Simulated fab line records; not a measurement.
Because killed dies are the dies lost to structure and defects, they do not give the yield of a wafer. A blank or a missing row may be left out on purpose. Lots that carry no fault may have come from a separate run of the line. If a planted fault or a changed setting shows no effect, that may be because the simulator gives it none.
Comparing a struck lot with a sound one | flow sky130 | 16 steps out of a route of 708
Sound: wafers L551.2, L551.3, L551.4. Struck: wafers L562.1, L562.6 (left out: L562.4, a lot-mate that was not struck); the cause follows at the end.
Order at every step that has rows: each side's tool, ch and its chambers, its first start. Under that, the readings that differ: sound wafers | struck wafers | difference of the means | sigmas: that difference in standard deviations of wafers without a fault.
alike: readings whose means differ by less than 2 such deviations, and words and numbers that are the same on both sides. not compared: withheld readings, readings that some wafer has no value for, bounds like >300 that may hide the same value, and numbers for which the record gives no deviation and whose values overlap.
The two part at a step that has a row with sigmas, a row that says differs or no value, or rows on one side only. When numbers do not overlap yet have no deviation, they are printed without sigmas and do not part them. A reading missing from all wafers of one side parts the sides only when that side holds two or more wafers.

first, 3 steps without rows for these wafers: SKY_METAL2_EXPOSE_12 (exposes mask MM2, target cd 140 nm); SKY_METAL2_PEB_13; SKY_METAL2_DEVELOP_14 (develop time 60 s).
SKY_METAL2_CD_MEAS_15: the cd target is 140 nm.
  sound: cd_sem-01 at day 36 18:52; struck: cd_sem-01 at day 40 05:13
  reading    | sound             | struck      | difference | sigmas
  cd_nm (nm) | 138.1 138.7 136.4 | 140.5 141.6 | +3.3       | +2
SKY_METAL2_OVL_MEAS_16:
  sound: overlay-02 at day 36 18:58; struck: overlay-01 at day 40 05:20
  alike: METAL2_OVL
SKY_METAL2_DESCUM_17: chemistry O2, time 8 s.
  sound on rie_metal-04 ch 0, day 36 19:01; struck on rie_metal-04 ch 0, day 40 05:22
  alike: drypump_motor_current_A, oes_product_au, rf_fwd_power_W, temp_c
  not compared: rf_hours_counter_h
SKY_METAL2_ETCH_18: etches BARC in N2/H2, stops on SiO2, time 45.9 s, target depth 60 nm.
  sound on rie_metal-04 ch 0, day 36 19:05; struck on rie_metal-04 ch 0, day 40 05:23
  alike: drypump_motor_current_A, oes_product_au, rf_fwd_power_W, throttle_valve_pct
  not compared: rf_hours_counter_h
SKY_METAL2_METAL_ETCH_19: etches the open film in Cl2/BCl3, stops on SiO2, target depth 360 nm, time 78 s.
  sound on rie_metal-04 ch 0, day 36 19:13; struck on rie_metal-04 ch 0, day 40 05:28
  alike: bcl3_flow_sccm, drypump_motor_current_A, oes_product_au, rf_fwd_power_W, throttle_valve_pct
  not compared: rf_hours_counter_h
SKY_METAL2_STRIP_20: strips in O2/N2.
  sound on plasma_asher-02 ch 0,1, day 36 19:22; struck on plasma_asher-04 ch 0,1, day 40 05:33
  alike: drypump_motor_current_A, oes_product_au, strip_time_to_endpoint_s
  not compared: rf_hours_counter_h
then, 3 steps without rows for these wafers: SKY_METAL2_STRIP_21 (strips in post etch residue remover, time 1200 s); SKY_METAL2_CLEAN_22 (cleans in IPA, time 180 s); SKY_METAL2_CLEAN_23 (cleans in O3/DIW).
SKY_VIA2_HDPCVD_00: deposits SiO2, target thk 1180 nm, time 196.7 s.
  sound on hdpcvd-02 ch 0,1,2, day 36 20:00; struck on hdpcvd-02 ch 0, day 40 06:11
  reading                                  | sound             | struck      | difference | sigmas
  run_length_s (s)                         | 223.6 224.0 225.0 | 263.2 263.4 | +39.1      | +65
  model.SiO2_of_VIA2_HDPCVD_00.thk_nm (nm) | 1176 1183 1165    | 1406 1392   | +224       |
  alike: susceptor_temp_C
SKY_VIA2_THK_MEAS_01:
  sound: film_metro-03 at day 36 20:08; struck: film_metro-02 at day 40 06:32
  reading              | sound          | struck    | difference | sigmas
  VIA2_HDPCVD_THK (nm) | 1176 1183 1165 | 1405 1392 | +224       | +20
  not compared: hold
SKY_VIA2_CMP_02: polishes SiO2.
  sound on cmp-01 ch 0,2,3, day 36 20:11; struck on cmp-01 ch 1,2, day 40 09:38
  reading | sound | struck                                            | difference                   | sigmas
  hold    | - - - | await_dispo/2.9h/release await_dispo/2.9h/release | no value on the sound wafers |
  alike: motor_current_A, retaining_ring_pressure_frac
-- the record jumps here: 10 days lie between the struck wafers' starts before and after (it left off in module VIA2 and takes up again in module PAD_OPEN, whose first step shown is number 708 of the route) --
SKY_PAD_OPEN_PROBE_99:
  only the struck wafers here have rows in the record (prober-01, day 50 01:50); the sound ones have none

== WHERE THEY PART ==
Earliest at SKY_METAL2_CD_MEAS_15; latest, in this record, at SKY_PAD_OPEN_PROBE_99.

WHY: what the simulator had put in
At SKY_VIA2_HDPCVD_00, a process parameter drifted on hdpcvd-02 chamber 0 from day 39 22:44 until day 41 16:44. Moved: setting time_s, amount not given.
